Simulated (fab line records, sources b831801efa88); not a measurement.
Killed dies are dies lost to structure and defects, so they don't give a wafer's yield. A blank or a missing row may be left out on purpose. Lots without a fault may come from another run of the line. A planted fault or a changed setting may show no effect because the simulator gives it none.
Tool commonality check | flow sky130 | 14 lots, 42 wafers sampled

WHY IT WAS OPENED
At SKY_LDD_P_CD_MEAS_07 the reading cd_nm is flagged on 2 of 14 lots. Wafers without a fault read 379.6 nm, standard deviation 2.1.
Rule: a lot is flagged when every wafer of it that has a number lies more than 4 standard deviations from that mean, or none has a number. The other lots count as sound.

lot  | measured     | on        | cd_nm (nm), wafer by wafer | flag
L927 | day 19 18:35 | cd_sem-02 | 381.9 378.7 377.6          |
L926 | day 19 18:50 | cd_sem-01 | 380.2 379.8 378.9          |
L929 | day 20 09:46 | cd_sem-02 | 378.3 378.6 376.6          |
L930 | day 20 22:58 | cd_sem-01 | 380.5 381.5 383.4          |
L931 | day 21 02:11 | cd_sem-02 | 378.4 376.7 376.3          |
L934 | day 22 05:20 | cd_sem-02 | 382.5 383.0 381.9          |
L935 | day 22 12:08 | cd_sem-02 | 381.1 379.6 379.4          |
L936 | day 22 19:58 | cd_sem-01 | 380.5 381.4 380.5          |
L938 | day 23 13:55 | cd_sem-01 | 380.9 378.3 380.1          |
L939 | day 23 18:34 | cd_sem-02 | 379.2 378.5 377.9          |
L942 | day 25 11:02 | cd_sem-02 | 397.4 399.1 396.0          | FLAGGED
L943 | day 25 12:04 | cd_sem-01 | 376.6 377.9 377.5          |
L946 | day 26 04:26 | cd_sem-02 | 392.4 391.6 394.2          | FLAGGED
L949 | day 27 17:55 | cd_sem-02 | 381.3 382.1 383.2          |
The numbers of the flagged lots are 395.1 nm on average: +15.5 nm against the usual, or +7 standard deviations.

WHICH TOOL RAN EACH LOT
The record holds 1 process step before the reading, out of a route of 708 steps. In each cell: the tool, then ch and the chambers that the sampled wafers went through, then the start.
lot  | flag    | SKY_LDD_P_DEVELOP_06
L927 |         | litho_track-01 ch 0, day 19 18:26
L926 |         | litho_track-01 ch 0, day 19 18:41
L929 |         | litho_track-04 ch 0, day 20 09:37
L930 |         | litho_track-01 ch 0, day 20 22:49
L931 |         | litho_track-04 ch 0, day 21 02:03
L934 |         | litho_track-04 ch 0, day 22 05:12
L935 |         | litho_track-03 ch 0, day 22 11:59
L936 |         | litho_track-04 ch 0, day 22 19:49
L938 |         | litho_track-01 ch 0, day 23 13:46
L939 |         | litho_track-03 ch 0, day 23 18:26
L942 | FLAGGED | litho_track-03 ch 0, day 25 10:47
L943 |         | litho_track-04 ch 0, day 25 11:55
L946 | FLAGGED | litho_track-03 ch 0, day 26 04:17
L949 |         | litho_track-01 ch 0, day 27 17:46
What these steps do:
- SKY_LDD_P_DEVELOP_06: develop time 60 s.
- SKY_LDD_P_CD_MEAS_07: target cd 380 nm.

FLAGGED OVER TOTAL, TOOL BY TOOL (the gauges that took the reading come last)
step                 | tool           | lots run | flagged | share of the flagged lots | sound lots run after its first flagged lot
SKY_LDD_P_DEVELOP_06 | litho_track-01 | 5        | 0       | none                      | -
SKY_LDD_P_DEVELOP_06 | litho_track-03 | 4        | 2       | all                       | 0
SKY_LDD_P_DEVELOP_06 | litho_track-04 | 5        | 0       | none                      | -
SKY_LDD_P_CD_MEAS_07 | cd_sem-01      | 5        | 0       | none                      | -
SKY_LDD_P_CD_MEAS_07 | cd_sem-02      | 9        | 2       | all                       | 1 (L949)

WHAT THE TABLE ALLOWS
2 rows of the table ran every flagged lot: litho_track-03 at SKY_LDD_P_DEVELOP_06, cd_sem-02 at SKY_LDD_P_CD_MEAS_07.
- litho_track-03 at SKY_LDD_P_DEVELOP_06: 2 of its 4 lots flagged. Its last sound lot is L939 (day 23 18:26), its first flagged lot L942 (day 25 10:47): a fault that began between those two fits.
- cd_sem-02 at SKY_LDD_P_CD_MEAS_07: 2 of its 9 lots flagged. Sound lots ran on it after the first flagged one (L949), which a lasting fault on the whole tool wouldn't allow.
One tool is left: litho_track-03 at SKY_LDD_P_DEVELOP_06.

WHAT THE SIMULATOR HAD PUT IN
Process parameter drift: litho_track-03, from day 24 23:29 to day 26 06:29, at SKY_LDD_P_DEVELOP_06. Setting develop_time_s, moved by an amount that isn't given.
Lots struck among those shown: L942, L946. The rule above found the same.
